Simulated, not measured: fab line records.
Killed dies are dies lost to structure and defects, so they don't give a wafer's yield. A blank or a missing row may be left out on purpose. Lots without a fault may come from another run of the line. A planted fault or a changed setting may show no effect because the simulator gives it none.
Which tool is to blame? | flow gf180mcu | 37 wafers from 13 lots sampled at 5 of the route's 602 steps

== WHAT THE GAUGES READ, wafer by wafer ==
GF_HV_LDD_CD_MEAS_46: target cd 400 nm. Usual: 399.5 nm for cd_nm, sd 2.2.
lot  | measured     | on        | cd_nm (nm)        | flag
L980 | day 12 22:15 | cd_sem-01 | 403.7 403.6 402.5 |
L982 | day 13 02:50 | cd_sem-02 | 400.5 401.4 401.7 |
L983 | day 13 04:22 | cd_sem-02 | 399.4 400.5 398.7 |
L984 | day 13 13:49 | cd_sem-02 | 399.0 399.2 401.1 |
L987 | day 14 13:08 | cd_sem-01 | 402.3 400.7 400.6 |
L990 | day 15 08:08 | cd_sem-01 | 398.7 398.1 397.9 |
L993 | day 16 16:42 | cd_sem-01 | 395.8 397.9       |
L994 | day 16 21:20 | cd_sem-01 | 403.0 398.8       |
L996 | day 17 18:47 | cd_sem-02 | 400.8 401.2 402.0 |
L997 | day 18 00:37 | cd_sem-02 | 399.6 400.4 398.3 |
L998 | day 18 14:20 | cd_sem-02 | 400.5 398.4 401.1 |
L999 | day 18 21:24 | cd_sem-01 | 400.5 398.3 399.6 |
L101 | day 19 14:10 | cd_sem-01 | 403.0 401.7 401.5 |

GF_HV_LDD_RS_MEAS_53: measures by four-point-probe. Usual: for HV_LDD_RS the level is 418.2 ohm/sq and the standard deviation is 0.94.
lot  | measured     | on            | HV_LDD_RS (ohm/sq) | flag
L980 | day 12 22:50 | film_metro-01 | 418.2 418.2 419.3  |
L982 | day 13 03:25 | film_metro-02 | 419.6 418.1 418.6  |
L983 | day 13 04:57 | film_metro-03 | 418.0 417.5 418.9  |
L984 | day 13 14:25 | film_metro-01 | 419.3 418.1 420.5  |
L987 | day 14 13:43 | film_metro-02 | 417.0 417.5 418.6  |
L990 | day 15 08:44 | film_metro-03 | 418.2 417.2 417.9  |
L993 | day 16 17:17 | film_metro-01 | 421.2 416.0        |
L994 | day 16 21:56 | film_metro-03 | 421.2 417.6        |
L996 | day 17 19:22 | film_metro-03 | 419.4 419.9 419.2  |
L997 | day 18 01:12 | film_metro-03 | 420.0 419.6 419.9  |
L998 | day 18 14:58 | film_metro-02 | 416.1 417.1 418.4  |
L999 | day 18 21:59 | film_metro-03 | 417.7 418.3 418.2  |
L101 | day 19 14:45 | film_metro-01 | 418.1 418.1 418.2  |

== WHAT TOOL EACH LOT RAN ON (gives the tool, then ch and the chambers of the sampled wafers, and finally the start) ==
lot  | GF_POLY_GATE_ETCH_12               | GF_HV_LDD_STRIP_10                   | GF_HV_LDD_IMPLANT_35
L980 | rie_diel-01 ch 0,2,3, day 9 19:03  | plasma_asher-02 ch 0,1, day 10 13:59 | implanter-03 ch 0, day 12 02:25
L982 | rie_diel-01 ch 0,1,3, day 10 00:08 | plasma_asher-01 ch 1, day 10 20:08   | implanter-03 ch 0, day 12 08:08
L983 | rie_diel-03 ch 0,2, day 10 03:14   | plasma_asher-01 ch 0,1, day 10 21:55 | implanter-03 ch 0, day 12 09:44
L984 | rie_diel-02 ch 0,1,3, day 10 07:38 | plasma_asher-01 ch 0,1, day 11 05:17 | implanter-01 ch 0, day 12 19:02
L987 | rie_diel-03 ch 0,1,2, day 11 06:02 | plasma_asher-01 ch 0,1, day 12 01:59 | implanter-01 ch 0, day 13 16:26
L990 | rie_diel-03 ch 0,2,3, day 11 22:35 | plasma_asher-04 ch 0,1, day 12 19:43 | implanter-03 ch 0, day 14 11:28
L993 | rie_diel-03 ch 0,2, day 12 22:33   | plasma_asher-04 ch 0,1, day 13 20:47 | implanter-03 ch 0, day 15 17:01
L994 | rie_diel-02 ch 0, day 13 02:20     | plasma_asher-04 ch 0, day 14 01:35   | implanter-03 ch 0, day 15 21:29
L996 | rie_diel-02 ch 0,1,2, day 13 19:11 | plasma_asher-01 ch 0,1, day 14 19:47 | implanter-01 ch 0, day 16 17:47
L997 | rie_diel-02 ch 1,2,3, day 14 00:44 | plasma_asher-04 ch 0,1, day 15 00:05 | implanter-01 ch 0, day 16 22:59
L998 | rie_diel-03 ch 0,2,3, day 14 13:42 | plasma_asher-04 ch 0,1, day 15 13:02 | implanter-01 ch 0, day 17 13:02
L999 | rie_diel-03 ch 1,2,3, day 14 19:54 | plasma_asher-02 ch 0,1, day 15 19:17 | implanter-01 ch 0, day 17 19:52
L101 | rie_diel-01 ch 0,3, day 15 10:59   | plasma_asher-02 ch 0,1, day 16 11:34 | implanter-01 ch 0, day 18 13:02
- GF_POLY_GATE_ETCH_12: etches BARC in N2/H2.
- GF_HV_LDD_STRIP_10: strips in O2/N2.
- GF_HV_LDD_IMPLANT_35

== AS READ BY THE TOOLS THEMSELVES (means over the sampled wafers that have a number; for cases with no such wafer, the mark the record gives instead) ==
GF_POLY_GATE_ETCH_12. Usual: drypump_motor_current_A 5.8 A, standard deviation 0.42; oes_product_au 0.736 a.u., standard deviation 0.0047; throttle_valve_pct 13.215 %, standard deviation 0.0085.
lot  | tool        | drypump_motor_current_A (A) | oes_product_au (a.u.) | throttle_valve_pct (%) | flag
L980 | rie_diel-01 | 6.0                         | 0.727                 | 13.210                 |
L982 | rie_diel-01 | 5.9                         | 0.738                 | 13.218                 |
L983 | rie_diel-03 | 6.0                         | 0.740                 | 13.212                 |
L984 | rie_diel-02 | 5.6                         | 0.734                 | 13.212                 |
L987 | rie_diel-03 | 5.8                         | 0.731                 | 13.201                 |
L990 | rie_diel-03 | 5.8                         | 0.739                 | 13.218                 |
L993 | rie_diel-03 | 5.8                         | 0.732                 | 13.208                 |
L994 | rie_diel-02 | 6.0                         | 0.737                 | 13.229                 |
L996 | rie_diel-02 | 5.4                         | 0.738                 | 13.220                 |
L997 | rie_diel-02 | 5.5                         | 0.737                 | 13.213                 |
L998 | rie_diel-03 | 5.8                         | 0.735                 | 13.220                 |
L999 | rie_diel-03 | 6.0                         | 0.737                 | 13.223                 |
L101 | rie_diel-01 | 6.0                         | 0.735                 | 13.213                 |

GF_HV_LDD_STRIP_10. Usual: drypump_motor_current_A 5.6 A, standard deviation 0.49; heater_power_w 329 W, standard deviation 37; oes_product_au 0.716 a.u., standard deviation 0.0044; strip_time_to_endpoint_s 12.66 s, standard deviation 0.03.
lot  | tool            | drypump_motor_current_A (A) | heater_power_w (W) | oes_product_au (a.u.) | strip_time_to_endpoint_s (s) | flag
L980 | plasma_asher-02 | 6.1                         | 358                | 0.721                 | 12.65                        |
L982 | plasma_asher-01 | 5.0                         | 291                | 0.716                 | 12.66                        |
L983 | plasma_asher-01 | 5.1                         | 297                | 0.715                 | 12.68                        |
L984 | plasma_asher-01 | 5.1                         | 311                | 0.721                 | 12.68                        |
L987 | plasma_asher-01 | 5.1                         | 307                | 0.717                 | 12.63                        |
L990 | plasma_asher-04 | 6.0                         | 328                | 0.714                 | 12.63                        |
L993 | plasma_asher-04 | 6.0                         | 334                | 0.718                 | 12.72                        |
L994 | plasma_asher-04 | 6.0                         | 330                | 0.716                 | 12.61                        |
L996 | plasma_asher-01 | 5.1                         | 305                | 0.719                 | 12.68                        |
L997 | plasma_asher-04 | 6.0                         | 332                | 0.716                 | 12.67                        |
L998 | plasma_asher-04 | 6.0                         | 331                | 0.716                 | 12.69                        |
L999 | plasma_asher-02 | 6.1                         | 363                | 0.720                 | 12.65                        |
L101 | plasma_asher-02 | 6.1                         | 386                | 0.715                 | 12.63                        |

GF_HV_LDD_IMPLANT_35. Usual: beam_energy_keV 60.003, standard deviation 0.021; beam_on_s 10.03 s, standard deviation 0.21; faraday_current_uA 42.2, standard deviation 0.88.
lot  | tool         | beam_energy_keV | beam_on_s (s) | faraday_current_uA | flag
L980 | implanter-03 | 59.984          | 10.09         | 42.0               |
L982 | implanter-03 | 60.020          | 9.96          | 42.5               |
L983 | implanter-03 | 60.014          | 9.71          | 43.5               |
L984 | implanter-01 | 59.995          | 10.09         | 42.0               |
L987 | implanter-01 | 59.996          | 9.90          | 42.8               |
L990 | implanter-03 | 59.988          | 10.09         | 41.9               |
L993 | implanter-03 | 59.974          | 9.12          | 46.8               | OFF
L994 | implanter-03 | 60.013          | 9.21          | 46.5               | OFF
L996 | implanter-01 | 60.005          | 9.95          | 42.5               |
L997 | implanter-01 | 60.014          | 10.05         | 42.1               |
L998 | implanter-01 | 59.993          | 9.95          | 42.4               |
L999 | implanter-01 | 60.000          | 9.99          | 42.2               |
L101 | implanter-01 | 60.008          | 9.94          | 42.5               |

== THE ANSWER, worked out from the rows above alone ==
Rule: lot off if the mean of its wafers having a number is beyond 3 standard deviations from the usual mean. Also off: a lot with no number at a reading for which 4 or more lots have one. Where the step has rows for the other lots, those lots are counted as sound. Order of review: gauges by route order, followed by the tools' own readings, for which a lot's mean as printed above is used. The first step at which some lot is off is used, and at that step the reading that is off furthest; a lot without a number counts as furthest.
Off, at GF_HV_LDD_IMPLANT_35 on faraday_current_uA: L993, L994.
If a tool, at that step or one of the process steps before it, ran each lot that is off and ran no sound lot following the first of them, it fits. One candidate fits, namely implanter-03 at GF_HV_LDD_IMPLANT_35. A fault onset in the window from L990 (day 14 11:28, its last sound lot) to L993 (day 15 17:01, its first lot off) fits.
The tool's own readings at GF_HV_LDD_IMPLANT_35 bear it out: on the lots that are off they differ by more than 5 times the standard deviation of the sound lots' means. beam_on_s reads 9.16 s there against 9.97 s on the sound lots; faraday_current_uA reads 46.6 there against 42.4 on the sound lots.

== WHAT HAD BEEN PUT IN BY THE SIMULATOR ==
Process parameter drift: implanter-03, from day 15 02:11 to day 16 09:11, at GF_HV_LDD_IMPLANT_35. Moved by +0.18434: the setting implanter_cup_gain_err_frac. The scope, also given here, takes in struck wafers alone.
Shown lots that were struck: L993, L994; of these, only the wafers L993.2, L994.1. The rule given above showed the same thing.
